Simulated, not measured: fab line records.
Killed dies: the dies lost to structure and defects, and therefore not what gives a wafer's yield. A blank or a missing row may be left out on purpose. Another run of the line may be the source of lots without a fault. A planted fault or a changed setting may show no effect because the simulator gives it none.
Which tool is to blame? | flow sky130 | 12 lots, 36 wafers sampled, at 2 steps of a route of 708

## WHAT THE GAUGES SHOWED, per wafer
SKY_VIA4_THK_MEAS_20: measures by xrf.
lot  | measured     | on           | VIA4_W_THK (nm)
L694 | day 42 17:16 | filmMetro-02 | 497 513 507
L695 | day 43 06:20 | filmMetro-04 | 507 507 515
L696 | day 43 10:53 | filmMetro-02 | 521 518 522
L697 | day 43 15:15 | filmMetro-04 | 507 511 506
L706 | day 46 01:48 | filmMetro-04 | 522 508 508
L705 | day 46 02:06 | filmMetro-03 | 493 497 498
L707 | day 46 11:46 | filmMetro-04 | 517 512 508
L709 | day 47 04:43 | filmMetro-04 | 500 508 511
L710 | day 47 05:01 | filmMetro-02 | 515 499 510
L712 | day 47 17:25 | filmMetro-02 | 520 520 521
L713 | day 47 19:24 | filmMetro-04 | 498 500 509
L714 | day 48 15:36 | filmMetro-03 | 528 515 519

## EACH LOT AND THE TOOL THAT RAN IT (in order: tool; ch and the chambers of the sampled wafers; start)
lot  | SKY_VIA4_ETCH_12
L694 | rieDiel-02 ch 1,2,3, day 42 16:13
L695 | rieDiel-02 ch 0,1,3, day 43 05:18
L696 | rieDiel-01 ch 0,1,2, day 43 09:52
L697 | rieDiel-04 ch 0,1,3, day 43 14:14
L706 | rieDiel-01 ch 0,2,3, day 46 00:48
L705 | rieDiel-04 ch 0,2,3, day 46 01:06
L707 | rieDiel-02 ch 1,2,3, day 46 10:45
L709 | rieDiel-02 ch 1,2,3, day 47 03:42
L710 | rieDiel-01 ch 0,3, day 47 04:00
L712 | rieDiel-04 ch 0,1,3, day 47 16:25
L713 | rieDiel-04 ch 0,2, day 47 18:23
L714 | rieDiel-01 ch 0,1, day 48 14:32
- SKY_VIA4_ETCH_12: etches SiO2 in C4F8/O2/Ar, stops on TiN, target depth 580 nm.

## AS READ BY THE TOOLS THEMSELVES (means over the sampled wafers that have a number; for cases with no such wafer, the mark the record gives instead)
SKY_VIA4_ETCH_12.
lot  | tool       | oesProductAu (a.u.)
L694 | rieDiel-02 | 0.929
L695 | rieDiel-02 | 0.932
L696 | rieDiel-01 | 0.924
L697 | rieDiel-04 | 0.927
L706 | rieDiel-01 | 0.926
L705 | rieDiel-04 | 0.923
L707 | rieDiel-02 | 0.928
L709 | rieDiel-02 | 0.924
L710 | rieDiel-01 | 0.925
L712 | rieDiel-04 | 0.926
L713 | rieDiel-04 | 0.923
L714 | rieDiel-01 | 0.928

## THE ANSWER, worked out from the rows above alone
Rule: the lots themselves supply what counts as usual. Put in order of their means at a reading, lots are off if they are a third of the lots or fewer, leave a main group of 4 or more, and stand apart from it by a gap of 3 or more times the standard deviation of the main group's means; of several such gaps the widest counts. The tables above print the reading to a certain number of digits; a main group whose means all agree to those digits is not used. Also off: a lot with no number at a reading for which 4 or more lots have one. All remaining lots with rows at the step are treated as sound. Order of review: gauges by route order, followed by the tools' own readings, for which a lot's mean as printed above is used. The first step at which some lot is off is used, and at that step the reading that is off furthest; a lot without a number counts as furthest.
No lot is off on any of the readings shown, so nothing can be concluded from this.

## WHAT WAS PUT IN BY THE SIMULATOR
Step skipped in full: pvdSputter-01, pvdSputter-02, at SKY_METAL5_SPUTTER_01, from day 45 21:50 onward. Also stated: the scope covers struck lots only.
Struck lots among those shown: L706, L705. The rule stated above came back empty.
